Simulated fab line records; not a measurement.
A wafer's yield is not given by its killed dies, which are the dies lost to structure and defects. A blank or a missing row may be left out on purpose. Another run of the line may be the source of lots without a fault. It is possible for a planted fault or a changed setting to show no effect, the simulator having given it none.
Which tool did it? || flow gf180mcu || 39 wafers from 13 lots sampled at 5 of the route's 602 steps

WHAT THE GAUGES SHOWED, per wafer
GF_DNWELL_TW_MEAS_09.
{"lot": "L755", "measured": "day 3 01:48", "on": "film_metro-03", "DNWELL_TW": "1343 1340 1340"}
{"lot": "L758", "measured": "day 3 12:38", "on": "film_metro-03", "DNWELL_TW": "1335 1346 1344"}
{"lot": "L759", "measured": "day 3 18:14", "on": "film_metro-01", "DNWELL_TW": "1356 1356 1356"}
{"lot": "L760", "measured": "day 4 09:23", "on": "film_metro-03", "DNWELL_TW": "1346 1353 1355"}
{"lot": "L761", "measured": "day 4 09:40", "on": "film_metro-01", "DNWELL_TW": "1349 1357 1354"}
{"lot": "L768", "measured": "day 5 14:34", "on": "film_metro-04", "DNWELL_TW": "1331 1331 1334"}
{"lot": "L769", "measured": "day 5 20:26", "on": "film_metro-04", "DNWELL_TW": "1332 1327 1338"}
{"lot": "L770", "measured": "day 6 07:17", "on": "film_metro-01", "DNWELL_TW": "1374 1372 1374"}
{"lot": "L771", "measured": "day 6 09:13", "on": "film_metro-01", "DNWELL_TW": "1375 1374 1368"}
{"lot": "L774", "measured": "day 7 01:08", "on": "film_metro-01", "DNWELL_TW": "1355 1350 1358"}
{"lot": "L775", "measured": "day 7 11:53", "on": "film_metro-01", "DNWELL_TW": "1358 1352 1359"}
{"lot": "L777", "measured": "day 7 19:22", "on": "film_metro-01", "DNWELL_TW": "1356 1356 1356"}
{"lot": "L776", "measured": "day 7 19:43", "on": "film_metro-04", "DNWELL_TW": "1338 1329 1341"}

GF_NWELL_OVL_MEAS_07.
{"lot": "L755", "measured": "day 3 13:45", "on": "overlay-02", "NWELL_OVL (nm)": "1.7 1.9 1.5"}
{"lot": "L758", "measured": "day 4 00:41", "on": "overlay-02", "NWELL_OVL (nm)": "-0.5 1.6 1.6"}
{"lot": "L759", "measured": "day 4 07:46", "on": "overlay-02", "NWELL_OVL (nm)": "-0.8 1.0 1.3"}
{"lot": "L760", "measured": "day 4 23:08", "on": "overlay-01", "NWELL_OVL (nm)": "0.6 3.3 1.8"}
{"lot": "L761", "measured": "day 4 23:29", "on": "overlay-02", "NWELL_OVL (nm)": "0.3 0.1 1.0"}
{"lot": "L768", "measured": "day 6 03:29", "on": "overlay-01", "NWELL_OVL (nm)": "1.0 0.9 2.0"}
{"lot": "L769", "measured": "day 6 10:15", "on": "overlay-01", "NWELL_OVL (nm)": "2.6 2.3 1.6"}
{"lot": "L770", "measured": "day 6 22:16", "on": "overlay-02", "NWELL_OVL (nm)": "1.0 -1.3 -0.4"}
{"lot": "L771", "measured": "day 6 23:26", "on": "overlay-01", "NWELL_OVL (nm)": "1.7 1.6 0.5"}
{"lot": "L774", "measured": "day 7 15:05", "on": "overlay-02", "NWELL_OVL (nm)": "1.8 1.4 2.3"}
{"lot": "L775", "measured": "day 8 03:08", "on": "overlay-01", "NWELL_OVL (nm)": "0.9 -0.4 2.4"}
{"lot": "L777", "measured": "day 8 10:50", "on": "overlay-01", "NWELL_OVL (nm)": "-0.5 1.1 0.3"}
{"lot": "L776", "measured": "day 8 12:02", "on": "overlay-02", "NWELL_OVL (nm)": "-0.4 0.8 2.1"}

GF_HV_LDD_RS_MEAS_53: measures by four-point-probe.
{"lot": "L755", "measured": "day 12 17:06", "on": "film_metro-03", "HV_LDD_RS (ohm/sq)": "418.3 418.4 419.0"}
{"lot": "L758", "measured": "day 13 08:25", "on": "film_metro-03", "HV_LDD_RS (ohm/sq)": "416.0 416.2 416.8"}
{"lot": "L759", "measured": "day 13 12:37", "on": "film_metro-02", "HV_LDD_RS (ohm/sq)": "421.9 420.4 421.4"}
{"lot": "L760", "measured": "day 14 14:51", "on": "film_metro-03", "HV_LDD_RS (ohm/sq)": "418.5 417.9 417.5"}
{"lot": "L761", "measured": "day 14 14:45", "on": "film_metro-01", "HV_LDD_RS (ohm/sq)": "421.6 422.6 422.8"}
{"lot": "L768", "measured": "day 16 08:13", "on": "film_metro-03", "HV_LDD_RS (ohm/sq)": "418.0 416.8 417.3"}
{"lot": "L769", "measured": "day 17 04:50", "on": "film_metro-01", "HV_LDD_RS (ohm/sq)": "418.1 419.0 418.5"}
{"lot": "L770", "measured": "day 17 19:58", "on": "film_metro-03", "HV_LDD_RS (ohm/sq)": "418.6 417.0 418.5"}
{"lot": "L771", "measured": "day 17 19:43", "on": "film_metro-02", "HV_LDD_RS (ohm/sq)": "418.5 419.1 418.7"}
{"lot": "L774", "measured": "day 18 15:11", "on": "film_metro-03", "HV_LDD_RS (ohm/sq)": "417.5 418.1 418.2"}
{"lot": "L775", "measured": "day 19 16:47", "on": "film_metro-03", "HV_LDD_RS (ohm/sq)": "418.7 418.2 417.9"}
{"lot": "L777", "measured": "day 19 20:55", "on": "film_metro-03", "HV_LDD_RS (ohm/sq)": "417.7 416.7 417.3"}
{"lot": "L776", "measured": "day 19 21:47", "on": "film_metro-01", "HV_LDD_RS (ohm/sq)": "418.4 419.0 419.7"}

WHAT TOOL EACH LOT RAN ON (gives the tool, then ch and the chambers of the sampled wafers, and finally the start)
{"lot": "L755", "GF_DUAL_GATE_STRIP_13": "plasma_asher-03 ch 0,1, day 8 16:17", "GF_HV_LDD_IMPLANT_36": "implanter-01 ch 0, day 11 21:17"}
{"lot": "L758", "GF_DUAL_GATE_STRIP_13": "plasma_asher-02 ch 0,1, day 9 03:07", "GF_HV_LDD_IMPLANT_36": "implanter-01 ch 0, day 12 12:35"}
{"lot": "L759", "GF_DUAL_GATE_STRIP_13": "plasma_asher-03 ch 0,1, day 9 09:51", "GF_HV_LDD_IMPLANT_36": "implanter-01 ch 0, day 12 17:02"}
{"lot": "L760", "GF_DUAL_GATE_STRIP_13": "plasma_asher-02 ch 0,1, day 10 09:11", "GF_HV_LDD_IMPLANT_36": "implanter-04 ch 0, day 13 19:04"}
{"lot": "L761", "GF_DUAL_GATE_STRIP_13": "plasma_asher-02 ch 0,1, day 10 09:54", "GF_HV_LDD_IMPLANT_36": "implanter-01 ch 0, day 13 19:02"}
{"lot": "L768", "GF_DUAL_GATE_STRIP_13": "plasma_asher-02 ch 0,1, day 11 21:39", "GF_HV_LDD_IMPLANT_36": "implanter-03 ch 0, day 15 10:32"}
{"lot": "L769", "GF_DUAL_GATE_STRIP_13": "plasma_asher-02 ch 0,1, day 12 06:10", "GF_HV_LDD_IMPLANT_36": "implanter-04 ch 0, day 16 05:44"}
{"lot": "L770", "GF_DUAL_GATE_STRIP_13": "plasma_asher-03 ch 0,1, day 12 20:51", "GF_HV_LDD_IMPLANT_36": "implanter-04 ch 0, day 16 20:53"}
{"lot": "L771", "GF_DUAL_GATE_STRIP_13": "plasma_asher-01 ch 0,1, day 12 22:07", "GF_HV_LDD_IMPLANT_36": "implanter-03 ch 0, day 16 20:50"}
{"lot": "L774", "GF_DUAL_GATE_STRIP_13": "plasma_asher-01 ch 0,1, day 13 19:15", "GF_HV_LDD_IMPLANT_36": "implanter-01 ch 0, day 17 14:52"}
{"lot": "L775", "GF_DUAL_GATE_STRIP_13": "plasma_asher-02 ch 0,1, day 14 09:35", "GF_HV_LDD_IMPLANT_36": "implanter-01 ch 0, day 18 15:42"}
{"lot": "L777", "GF_DUAL_GATE_STRIP_13": "plasma_asher-01 ch 0,1, day 14 20:21", "GF_HV_LDD_IMPLANT_36": "implanter-04 ch 0, day 18 19:59"}
{"lot": "L776", "GF_DUAL_GATE_STRIP_13": "plasma_asher-03 ch 0,1, day 14 21:00", "GF_HV_LDD_IMPLANT_36": "implanter-01 ch 0, day 18 20:20"}
- GF_DUAL_GATE_STRIP_13: strips in O2/N2.
- GF_HV_LDD_IMPLANT_36

WHAT THE TOOLS THEMSELVES READ (means of the sampled wafers that have a number; where no wafer has one, the mark that the record gives instead)
GF_DUAL_GATE_STRIP_13.
{"lot": "L755", "tool": "plasma_asher-03", "drypump_motor_current_A (A)": 5.5, "heater_power_w (W)": 347, "oes_product_au (a.u.)": 0.716, "strip_time_to_endpoint_s (s)": 12.63}
{"lot": "L758", "tool": "plasma_asher-02", "drypump_motor_current_A (A)": 6.0, "heater_power_w (W)": 335, "oes_product_au (a.u.)": 0.720, "strip_time_to_endpoint_s (s)": 12.62}
{"lot": "L759", "tool": "plasma_asher-03", "drypump_motor_current_A (A)": 5.8, "heater_power_w (W)": 354, "oes_product_au (a.u.)": 0.718, "strip_time_to_endpoint_s (s)": 12.59}
{"lot": "L760", "tool": "plasma_asher-02", "drypump_motor_current_A (A)": 5.8, "heater_power_w (W)": 334, "oes_product_au (a.u.)": 0.719, "strip_time_to_endpoint_s (s)": 12.58}
{"lot": "L761", "tool": "plasma_asher-02", "drypump_motor_current_A (A)": 6.0, "heater_power_w (W)": 335, "oes_product_au (a.u.)": 0.718, "strip_time_to_endpoint_s (s)": 12.58}
{"lot": "L768", "tool": "plasma_asher-02", "drypump_motor_current_A (A)": 5.9, "heater_power_w (W)": 328, "oes_product_au (a.u.)": 0.717, "strip_time_to_endpoint_s (s)": 12.64}
{"lot": "L769", "tool": "plasma_asher-02", "drypump_motor_current_A (A)": 5.9, "heater_power_w (W)": 325, "oes_product_au (a.u.)": 0.717, "strip_time_to_endpoint_s (s)": 12.63}
{"lot": "L770", "tool": "plasma_asher-03", "drypump_motor_current_A (A)": 5.6, "heater_power_w (W)": 356, "oes_product_au (a.u.)": 0.714, "strip_time_to_endpoint_s (s)": 12.70}
{"lot": "L771", "tool": "plasma_asher-01", "drypump_motor_current_A (A)": 5.8, "heater_power_w (W)": 344, "oes_product_au (a.u.)": 0.719, "strip_time_to_endpoint_s (s)": 12.66}
{"lot": "L774", "tool": "plasma_asher-01", "drypump_motor_current_A (A)": 5.9, "heater_power_w (W)": 339, "oes_product_au (a.u.)": 0.716, "strip_time_to_endpoint_s (s)": 12.66}
{"lot": "L775", "tool": "plasma_asher-02", "drypump_motor_current_A (A)": 6.0, "heater_power_w (W)": 335, "oes_product_au (a.u.)": 0.717, "strip_time_to_endpoint_s (s)": 12.65}
{"lot": "L777", "tool": "plasma_asher-01", "drypump_motor_current_A (A)": 5.9, "heater_power_w (W)": 343, "oes_product_au (a.u.)": 0.712, "strip_time_to_endpoint_s (s)": 12.62}
{"lot": "L776", "tool": "plasma_asher-03", "drypump_motor_current_A (A)": 5.8, "heater_power_w (W)": 358, "oes_product_au (a.u.)": 0.709, "strip_time_to_endpoint_s (s)": 12.62}

GF_HV_LDD_IMPLANT_36.
{"lot": "L755", "tool": "implanter-01", "dose_ions_cm2": 7.5e+12, "faraday_current_uA": 41.8}
{"lot": "L758", "tool": "implanter-01", "dose_ions_cm2": 7.5e+12, "faraday_current_uA": 42.8}
{"lot": "L759", "tool": "implanter-01", "dose_ions_cm2": 6.3e+12, "faraday_current_uA": 35.9}
{"lot": "L760", "tool": "implanter-04", "dose_ions_cm2": 7.5e+12, "faraday_current_uA": 42.3}
{"lot": "L761", "tool": "implanter-01", "dose_ions_cm2": 6.3e+12, "faraday_current_uA": 35.3}
{"lot": "L768", "tool": "implanter-03", "dose_ions_cm2": 7.5e+12, "faraday_current_uA": 42.4}
{"lot": "L769", "tool": "implanter-04", "dose_ions_cm2": 7.5e+12, "faraday_current_uA": 42.1}
{"lot": "L770", "tool": "implanter-04", "dose_ions_cm2": 7.5e+12, "faraday_current_uA": 42.2}
{"lot": "L771", "tool": "implanter-03", "dose_ions_cm2": 7.5e+12, "faraday_current_uA": 41.9}
{"lot": "L774", "tool": "implanter-01", "dose_ions_cm2": 7.5e+12, "faraday_current_uA": 42.0}
{"lot": "L775", "tool": "implanter-01", "dose_ions_cm2": 7.5e+12, "faraday_current_uA": 42.5}
{"lot": "L777", "tool": "implanter-04", "dose_ions_cm2": 7.5e+12, "faraday_current_uA": 42.0}
{"lot": "L776", "tool": "implanter-01", "dose_ions_cm2": 7.5e+12, "faraday_current_uA": 42.6}

THE ANSWER, worked out from the rows above alone
Rule: the usual values come from the lots themselves. Put in order of their means at a reading, lots are off if they are a third of the lots or fewer, leave a main group of 4 or more, and stand apart from it by a gap of 3 or more times the standard deviation of the main group's means; of several such gaps the widest counts. If all means in a main group match to the digits the tables above print for the reading, that group is not used. Also off: a lot with no number at a reading for which 4 or more lots have one. Where the step has rows for the other lots, those lots are counted as sound. Order of review: gauges by route order, followed by the tools' own readings, for which a lot's mean as printed above is used. At the first step where some lot is off, the reading lying furthest off is the one used; lots without a number count as furthest.
Off: L759, L761 (GF_HV_LDD_IMPLANT_36, faraday_current_uA). Mean 42.2 and standard deviation 0.3 in the main group.
If a tool, at that step or one of the process steps before it, ran each lot that is off and ran no sound lot following the first of them, it fits. No candidate that was tried fits.

WHAT WAS PUT IN BY THE SIMULATOR
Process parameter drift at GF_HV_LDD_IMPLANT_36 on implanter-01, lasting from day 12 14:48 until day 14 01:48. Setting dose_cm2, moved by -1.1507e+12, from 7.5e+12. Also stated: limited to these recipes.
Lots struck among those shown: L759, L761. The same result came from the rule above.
